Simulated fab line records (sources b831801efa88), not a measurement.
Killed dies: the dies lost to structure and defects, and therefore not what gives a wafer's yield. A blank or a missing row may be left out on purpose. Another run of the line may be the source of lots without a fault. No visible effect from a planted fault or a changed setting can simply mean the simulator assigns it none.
Which of the tools did it? | flow sky130 | 24 lots, 72 wafers sampled, at 5 steps of a route of 708

## WHAT THE GAUGES SHOWED, per wafer
SKY_LOCAL_INTERCONNECT_RS_MEAS_01: a four-point-probe measurement.
lot  | measured     | on            | LOCAL_INTERCONNECT_TIN_RS (ohm/sq)
L074 | day 29 04:01 | film metro-03 | 14.06 14.17 14.19
L075 | day 29 05:59 | film metro-03 | 14.26 14.10 14.30
L076 | day 30 09:55 | film metro-01 | 14.25 14.24 14.20
L077 | day 30 10:11 | film metro-01 | 14.28 14.21 14.13
L078 | day 30 11:14 | film metro-01 | 14.51 14.41 14.66
L079 | day 30 22:58 | film metro-01 | 14.29 14.22 14.23
L080 | day 31 06:25 | film metro-01 | 14.34 14.34 14.45
L081 | day 31 19:32 | film metro-03 | 14.33 14.19 14.28
L082 | day 31 22:04 | film metro-03 | 14.17 14.30 14.29
L083 | day 32 12:06 | film metro-04 | 14.06 13.98 14.15
L085 | day 32 21:19 | film metro-04 | 14.20 14.16 14.10
L084 | day 32 22:19 | film metro-01 | 13.99 13.97 14.27
L086 | day 33 03:40 | film metro-04 | 14.26 14.08 14.19
L087 | day 33 21:29 | film metro-01 | 14.37 14.26 14.10
L088 | day 34 04:45 | film metro-01 | 14.07 14.10 13.92
L089 | day 34 16:50 | film metro-01 | 14.03 14.12 14.18
L090 | day 34 16:52 | film metro-03 | 14.09 14.14 14.22
L091 | day 34 22:56 | film metro-01 | 14.10 14.23 14.17
L092 | day 35 04:54 | film metro-04 | 14.35 14.22 14.28
L093 | day 35 09:34 | film metro-03 | 14.38 14.33 14.48
L094 | day 35 16:22 | film metro-01 | 14.26 14.11 14.38
L095 | day 36 01:41 | film metro-04 | 14.37 14.10 14.26
L096 | day 37 06:39 | film metro-03 | 14.21 13.94 14.17
L097 | day 37 07:41 | film metro-03 | 14.27 14.09 14.16

SKY_CAPM_THK_MEAS_01.
lot  | measured     | on            | CAPM_CVD_00_THK (nm)
L074 | day 36 08:28 | film metro-01 | 14.91 15.28 15.21
L075 | day 36 10:26 | film metro-04 | 15.77 15.85 15.80
L076 | day 37 10:32 | film metro-04 | 15.63 15.95 15.68
L077 | day 37 11:58 | film metro-01 | 15.21 15.58 15.60
L078 | day 37 13:25 | film metro-02 | 15.49 15.60 15.91
L079 | day 37 23:26 | film metro-04 | 15.17 15.65 15.48
L080 | day 38 07:31 | film metro-04 | 15.30 15.57 15.71
L081 | day 38 19:18 | film metro-02 | 15.69 15.73 15.55
L082 | day 38 20:18 | film metro-02 | 15.62 15.44 15.67
L083 | day 39 09:40 | film metro-04 | 15.37 15.45 15.83
L085 | day 39 18:58 | film metro-02 | 15.48 15.69 15.69
L084 | day 39 19:17 | film metro-04 | 15.50 15.73 15.50
L086 | day 40 00:01 | film metro-01 | 14.93 15.48 15.18
L087 | day 40 15:56 | film metro-04 | 15.51 15.66 15.41
L088 | day 40 23:35 | film metro-04 | 15.52 15.79 15.79
L089 | day 41 08:23 | film metro-04 | 15.35 15.38 15.68
L090 | day 41 11:06 | film metro-02 | 15.43 15.45 15.54
L091 | day 41 15:31 | film metro-02 | 15.58 15.40 15.95
L092 | day 41 21:07 | film metro-02 | 15.60 15.52 15.72
L093 | day 41 23:54 | film metro-02 | 15.36 15.39 15.59
L094 | day 42 07:25 | film metro-01 | 15.36 15.76 15.99
L095 | day 42 14:46 | film metro-04 | 15.42 15.48 15.63
L096 | day 43 17:23 | film metro-04 | 15.20 15.51 15.37
L097 | day 43 18:35 | film metro-01 | 15.35 15.66 15.43

## WHAT TOOL EACH LOT RAN ON (gives the tool, then ch and the chambers of the sampled wafers, and finally the start)
lot  | SKY_LDD_HVP_STRIP_09                 | SKY_POLY_CUT_ETCH_10               | SKY_LOCAL_INTERCONNECT_ETCH_13
L074 | plasma asher-01 ch 0,1, day 21 15:36 | rie diel-01 ch 0,1,3, day 24 04:22 | rie metal-01 ch 0,1, day 30 08:54
L075 | plasma asher-02 ch 0,1, day 21 15:38 | rie diel-04 ch 2,3, day 24 06:09   | rie metal-04 ch 0,1, day 30 11:30
L076 | plasma asher-01 ch 0,1, day 22 03:14 | rie diel-03 ch 0,3, day 25 11:03   | rie metal-03 ch 0, day 31 14:19
L077 | plasma asher-02 ch 0,1, day 22 08:27 | rie diel-04 ch 0,1,2, day 25 11:22 | rie metal-01 ch 0,1, day 31 15:02
L078 | plasma asher-02 ch 0,1, day 22 20:04 | rie diel-01 ch 0,1,3, day 25 11:26 | rie metal-04 ch 0,1, day 31 15:33
L079 | plasma asher-02 ch 0,1, day 23 11:47 | rie diel-04 ch 0,1,2, day 26 00:05 | rie metal-04 ch 0,1, day 32 02:43
L080 | plasma asher-03 ch 0,1, day 23 18:48 | rie diel-04 ch 0,1,2, day 26 08:24 | rie metal-03 ch 1, day 32 10:25
L081 | plasma asher-03 ch 0,1, day 24 09:26 | rie diel-03 ch 0,1, day 26 22:47   | rie metal-04 ch 0,1, day 32 22:31
L082 | plasma asher-01 ch 0,1, day 24 11:44 | rie diel-04 ch 1,2, day 27 01:32   | rie metal-04 ch 0,1, day 33 01:10
L083 | plasma asher-01 ch 0,1, day 25 01:21 | rie diel-01 ch 0,2,3, day 27 15:48 | rie metal-03 ch 0,1, day 33 14:46
L085 | plasma asher-03 ch 0,1, day 25 13:42 | rie diel-03 ch 1,2,3, day 28 02:58 | rie metal-04 ch 0,1, day 34 00:04
L084 | plasma asher-02 ch 0,1, day 25 13:46 | rie diel-01 ch 0,1, day 28 03:14   | rie metal-03 ch 0,1, day 34 00:56
L086 | plasma asher-01 ch 0,1, day 25 20:38 | rie diel-04 ch 0,1,2, day 28 08:34 | rie metal-01 ch 0,1, day 34 06:38
L087 | plasma asher-03 ch 0,1, day 26 14:32 | rie diel-01 ch 2,3, day 29 03:09   | rie metal-04 ch 0,1, day 34 23:10
L088 | plasma asher-01 ch 0, day 26 21:34   | rie diel-03 ch 0,1,2, day 29 10:32 | rie metal-01 ch 0,1, day 35 07:23
L089 | plasma asher-03 ch 0,1, day 27 00:45 | rie diel-01 ch 0,1,2, day 30 00:18 | rie metal-03 ch 0,1, day 35 19:03
L090 | plasma asher-02 ch 0,1, day 27 10:50 | rie diel-03 ch 1,2,3, day 30 00:32 | rie metal-04 ch 0,1, day 35 19:09
L091 | plasma asher-01 ch 0, day 27 18:51   | rie diel-04 ch 1,3, day 30 08:19   | rie metal-01 ch 0,1, day 36 01:23
L092 | plasma asher-01 ch 0,1, day 28 02:24 | rie diel-04 ch 0,2, day 30 14:03   | rie metal-04 ch 0,1, day 36 07:07
L093 | plasma asher-01 ch 1, day 28 06:30   | rie diel-04 ch 0,1,3, day 30 18:23 | rie metal-04 ch 0,1, day 36 12:20
L094 | plasma asher-03 ch 1, day 28 16:36   | rie diel-03 ch 0,2,3, day 31 03:00 | rie metal-01 ch 0,1, day 36 19:20
L095 | plasma asher-02 ch 0,1, day 29 02:27 | rie diel-01 ch 1,3, day 31 13:56   | rie metal-03 ch 0,1, day 37 03:24
L096 | plasma asher-02 ch 0,1, day 30 09:00 | rie diel-04 ch 0,1,2, day 32 18:40 | rie metal-01 ch 0,1, day 38 08:54
L097 | plasma asher-03 ch 1, day 30 09:18   | rie diel-01 ch 0,2, day 32 19:22   | rie metal-04 ch 0,1, day 38 09:51
- SKY_LDD_HVP_STRIP_09: strips in O2/N2.
- SKY_POLY_CUT_ETCH_10: etches BARC in N2/H2, stops on SiO2, time 45.9 s, target depth 60 nm.
- SKY_LOCAL_INTERCONNECT_ETCH_13: etches BARC in N2/H2, stops on SiO2, time 45.9 s, target depth 60 nm.

## WHAT THE TOOLS THEMSELVES READ (means of the sampled wafers that have a number; where no wafer has one, the mark that the record gives instead)
SKY_LDD_HVP_STRIP_09.
lot  | tool            | chamber pressure mTorr (mTorr) | drypump motor current A (A) | oes product au (a.u.) | strip time to endpoint s (s)
L074 | plasma asher-01 | 1500.2                         | 6.2                         | 0.411                 | 4.132
L075 | plasma asher-02 | 1500.4                         | 5.5                         | 0.406                 | 4.131
L076 | plasma asher-01 | 1500.4                         | 6.3                         | 0.411                 | 4.120
L077 | plasma asher-02 | 1501.7                         | 5.5                         | 0.405                 | 4.135
L078 | plasma asher-02 | 1499.2                         | 5.5                         | 0.407                 | 4.111
L079 | plasma asher-02 | 1498.7                         | 5.8                         | 0.405                 | 4.114
L080 | plasma asher-03 | 1499.7                         | 5.7                         | 0.409                 | 4.118
L081 | plasma asher-03 | 1500.7                         | 5.7                         | 0.408                 | 4.129
L082 | plasma asher-01 | 1499.9                         | 6.3                         | 0.408                 | 4.129
L083 | plasma asher-01 | 1500.6                         | 6.2                         | 0.404                 | 4.127
L085 | plasma asher-03 | 1499.8                         | 5.7                         | 0.410                 | 4.136
L084 | plasma asher-02 | 1499.0                         | 5.8                         | 0.406                 | 4.121
L086 | plasma asher-01 | 1499.0                         | 6.2                         | 0.411                 | 4.106
L087 | plasma asher-03 | 1499.6                         | 5.7                         | 0.410                 | 4.136
L088 | plasma asher-01 | 1499.5                         | 6.5                         | 0.406                 | 4.124
L089 | plasma asher-03 | 1500.5                         | 5.7                         | 0.404                 | 4.143
L090 | plasma asher-02 | 1501.5                         | 5.5                         | 0.406                 | 4.148
L091 | plasma asher-01 | 1499.0                         | 6.5                         | 0.411                 | 4.132
L092 | plasma asher-01 | 1499.5                         | 6.2                         | 0.409                 | 4.142
L093 | plasma asher-01 | 1498.5                         | 6.0                         | 0.405                 | 4.130
L094 | plasma asher-03 | 1499.8                         | 5.7                         | 0.410                 | 4.133
L095 | plasma asher-02 | 1499.8                         | 5.8                         | 0.409                 | 4.122
L096 | plasma asher-02 | 1499.6                         | 5.8                         | 0.410                 | 4.144
L097 | plasma asher-03 | 1499.0                         | 5.7                         | 0.410                 | 4.134

SKY_POLY_CUT_ETCH_10.
lot  | tool        | chamber pressure mTorr (mTorr) | drypump motor current A (A) | oes product au (a.u.) | throttle valve pct (%)
L074 | rie diel-01 | 30.032                         | 5.5                         | 0.856                 | 13.227
L075 | rie diel-04 | 29.984                         | 5.0                         | 0.855                 | 13.236
L076 | rie diel-03 | 30.020                         | 5.6                         | 0.855                 | 13.220
L077 | rie diel-04 | 30.000                         | 5.4                         | 0.854                 | 13.212
L078 | rie diel-01 | 29.990                         | 5.5                         | 0.856                 | 13.224
L079 | rie diel-04 | 30.003                         | 5.4                         | 0.849                 | 13.220
L080 | rie diel-04 | 29.967                         | 5.4                         | 0.855                 | 13.225
L081 | rie diel-03 | 29.988                         | 6.0                         | 0.856                 | 13.218
L082 | rie diel-04 | 29.988                         | 5.6                         | 0.853                 | 13.228
L083 | rie diel-01 | 29.988                         | 5.7                         | 0.855                 | 13.224
L085 | rie diel-03 | 29.993                         | 5.9                         | 0.855                 | 13.222
L084 | rie diel-01 | 29.978                         | 5.6                         | 0.857                 | 13.222
L086 | rie diel-04 | 29.998                         | 5.4                         | 0.856                 | 13.216
L087 | rie diel-01 | 29.996                         | 5.6                         | 0.850                 | 13.214
L088 | rie diel-03 | 30.001                         | 5.7                         | 0.848                 | 13.220
L089 | rie diel-01 | 30.012                         | 5.5                         | 0.856                 | 13.220
L090 | rie diel-03 | 29.983                         | 5.9                         | 0.852                 | 13.230
L091 | rie diel-04 | 30.015                         | 5.6                         | 0.850                 | 13.226
L092 | rie diel-04 | 29.988                         | 5.3                         | 0.861                 | 13.220
L093 | rie diel-04 | 30.021                         | 5.5                         | 0.857                 | 13.228
L094 | rie diel-03 | 29.992                         | 5.4                         | 0.858                 | 13.230
L095 | rie diel-01 | 30.016                         | 5.2                         | 0.857                 | 13.229
L096 | rie diel-04 | 29.989                         | 5.4                         | 0.851                 | 13.226
L097 | rie diel-01 | 29.957                         | 5.7                         | 0.855                 | 13.215

SKY_LOCAL_INTERCONNECT_ETCH_13.
lot  | tool         | chamber pressure mTorr (mTorr) | drypump motor current A (A) | oes product au (a.u.) | throttle valve pct (%)
L074 | rie metal-01 | 29.988                         | 6.4                         | 0.853                 | 13.230
L075 | rie metal-04 | 29.981                         | 5.6                         | 0.853                 | 13.224
L076 | rie metal-03 | 30.007                         | 6.2                         | 0.860                 | 13.226
L077 | rie metal-01 | 29.978                         | 6.4                         | 0.858                 | 13.222
L078 | rie metal-04 | 29.977                         | 5.6                         | 0.853                 | 13.226
L079 | rie metal-04 | 29.998                         | 5.8                         | 0.851                 | 13.226
L080 | rie metal-03 | 29.986                         | 5.9                         | 0.853                 | 13.230
L081 | rie metal-04 | 30.011                         | 5.8                         | 0.855                 | 13.224
L082 | rie metal-04 | 30.009                         | 5.6                         | 0.857                 | 13.224
L083 | rie metal-03 | 29.991                         | 6.1                         | 0.854                 | 13.228
L085 | rie metal-04 | 30.012                         | 5.8                         | 0.857                 | 13.221
L084 | rie metal-03 | 29.963                         | 6.1                         | 0.853                 | 13.226
L086 | rie metal-01 | 29.972                         | 6.4                         | 0.854                 | 13.226
L087 | rie metal-04 | 29.989                         | 5.8                         | 0.859                 | 13.222
L088 | rie metal-01 | 30.017                         | 6.4                         | 0.850                 | 13.230
L089 | rie metal-03 | 29.955                         | 6.1                         | 0.857                 | 13.221
L090 | rie metal-04 | 30.011                         | 5.8                         | 0.850                 | 13.221
L091 | rie metal-01 | 29.976                         | 6.4                         | 0.849                 | 13.225
L092 | rie metal-04 | 30.017                         | 5.8                         | 0.856                 | 13.221
L093 | rie metal-04 | 30.028                         | 5.6                         | 0.853                 | 13.233
L094 | rie metal-01 | 30.027                         | 6.4                         | 0.856                 | 13.220
L095 | rie metal-03 | 29.974                         | 6.0                         | 0.853                 | 13.219
L096 | rie metal-01 | 29.977                         | 6.4                         | 0.854                 | 13.226
L097 | rie metal-04 | 30.018                         | 5.8                         | 0.857                 | 13.221

## THE ANSWER, worked out from the rows above alone
Rule: the usual values come from the lots themselves. Put in order of their means at a reading, lots are off if they are a third of the lots or fewer, leave a main group of 4 or more, and stand apart from it by a gap of 3 or more times the standard deviation of the main group's means; of several such gaps the widest counts. If all means in a main group match to the digits the tables above print for the reading, that group is not used. Also off: a lot with no number at a reading for which 4 or more lots have one. Where the step has rows for the other lots, those lots are counted as sound. First the gauges in route order, then the tools' own readings, where a lot's mean is used as printed above. At the first step where some lot is off, the reading lying furthest off is the one used; lots without a number count as furthest.
Nothing can be told from this: no lot is off at any reading shown.

## WHAT WAS PUT IN BY THE SIMULATOR
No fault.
